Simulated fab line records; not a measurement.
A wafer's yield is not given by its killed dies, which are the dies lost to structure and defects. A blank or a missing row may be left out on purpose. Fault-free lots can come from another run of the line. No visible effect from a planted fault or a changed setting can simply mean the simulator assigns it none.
A lot that was struck, set against a sound lot + flow gf180mcu + 15 out of 602 route steps
Sound: wafers L120.1, L120.4, L120.6. Wafers struck: L125.1, L125.2, L125.5. Last of all comes the cause.
For every step that has rows: the tool of each side, followed by ch and its chambers, followed by its first start. Under that, the readings that differ: sound wafers + struck wafers + difference of the means + sigmas: that difference in standard deviations of wafers without a fault.
alike: readings with means less than 2 such deviations apart, plus words and numbers identical on both sides. not compared: withheld readings, readings lacking a value on some wafer, bounds such as >300 that could conceal the same value, and numbers that have no deviation in the record and whose values overlap.
Wherever a step has rows on one side only, a row that says differs or no value, or a row with sigmas, the two part there. Numbers that have no deviation but don't overlap get no sigmas and don't part them. A reading that every wafer of one side lacks parts them only if that side has two wafers or more.

GF_M1_SPUTTER_04: material TiN, target thk 50 nm, time 41.7 s.
  struck on pvdSputter-02, day 20 10:28; sound on pvdSputter-03, day 18 23:46
  alike: throttleValvePct
GF_M1_RS_MEAS_05: the measuring method here is four-point-probe.
  struck on filmMetro-03, day 20 10:31; sound on filmMetro-02, day 18 23:49
  alike: M1_ALCU_RS
GF_M1_THK_MEAS_06: measures by xrf.
  struck on filmMetro-03, day 20 10:38; sound on filmMetro-02, day 18 23:56
  alike: M1_ALCU_THK
then, 7 steps without rows for these wafers: GF_M1_DEHYDRATE_07 (time 60 s); GF_M1_HMDS_08 (prime time 60 s); GF_M1_COAT_09 (resist thk 1000 nm); GF_M1_SOFTBAKE_10 (time 60 s); GF_M1_EXPOSE_11 (exposes mask Metal1, target cd 230 nm); GF_M1_PEB_12 (peb time 90 s); GF_M1_DEVELOP_13 (develop time 60 s).
GF_M1_CD_MEAS_14 targets a cd of 230 nm.
  struck on cdSem-02, day 21 09:59; sound on cdSem-02, day 20 00:38
  alike: cdNm
GF_M1_OVL_MEAS_15:
  struck on overlay-02, day 21 10:06; sound on overlay-01, day 20 00:45
  alike: M1_OVL
GF_M1_METAL_ETCH_16: etches the open film in Cl2/BCl3, stops on SiO2, target depth 627.5 nm, time 104.6 s.
  sound on rieMetal-02 ch 1, day 20 00:47; struck on rieMetal-02 ch 0,1, day 21 10:08
| reading                            | sound                | struck               | difference | sigmas |
|------------------------------------|----------------------|----------------------|------------|--------|
| oesProductAu (a.u.)                | 0.972 0.966 0.969    | 0.908 0.926 0.931    | -0.047     | -7     |
| rfFwdPowerW (W)                    | 792.1 795.7 793.3    | 665.2 670.4 668.4    | -125.7     | -47    |
| throttleValvePct (%)               | 28.268 28.245 28.242 | 28.320 28.289 28.310 | +0.055     | +5     |
| model.M1.featureDepthNm (nm)       | 600.9 600.9 598.1    | 535.2 552 551.3      | -53.8      |        |
| model.etch.depthNm (nm)            | 600.9 600.9 598.1    | 535.2 552 551.3      | -53.8      |        |
| model.KrF_of_M1_COAT_09.thkNm (nm) | 727 724.4 723.1      | 770 764.8 764.6      | +42        |        |
  alike: drypumpMotorCurrentA
  not compared: rfHoursCounterH
GF_M1_STRIP_17: strips in O2/N2.
  sound on plasmaAsher-02 ch 0, day 20 00:54; struck on plasmaAsher-04 ch 0,1, day 21 10:14
| reading                  | sound             | struck            | difference | sigmas |
|--------------------------|-------------------|-------------------|------------|--------|
| oesProductAu (a.u.)      | 0.558 0.555 0.550 | 0.569 0.570 0.573 | +0.016     | +3     |
| stripTimeToEndpointS (s) | 7.80 7.77 7.77    | 8.21 8.16 8.16    | +0.40      | +8     |
  alike: drypumpMotorCurrentA, heaterPowerW, o2FlowSccm
  not compared: rfHoursCounterH
then, 1 step without rows for these wafers: GF_M1_STRIP_18 (strips in post etch residue remover, time 1200 s).

WHERE THEY PART
Earliest at GF_M1_METAL_ETCH_16; latest, in this record, at GF_M1_STRIP_17.

WHY: what the simulator had put in
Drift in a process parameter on rieMetal-02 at GF_M1_METAL_ETCH_16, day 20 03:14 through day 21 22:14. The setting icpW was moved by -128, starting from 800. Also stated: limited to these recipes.
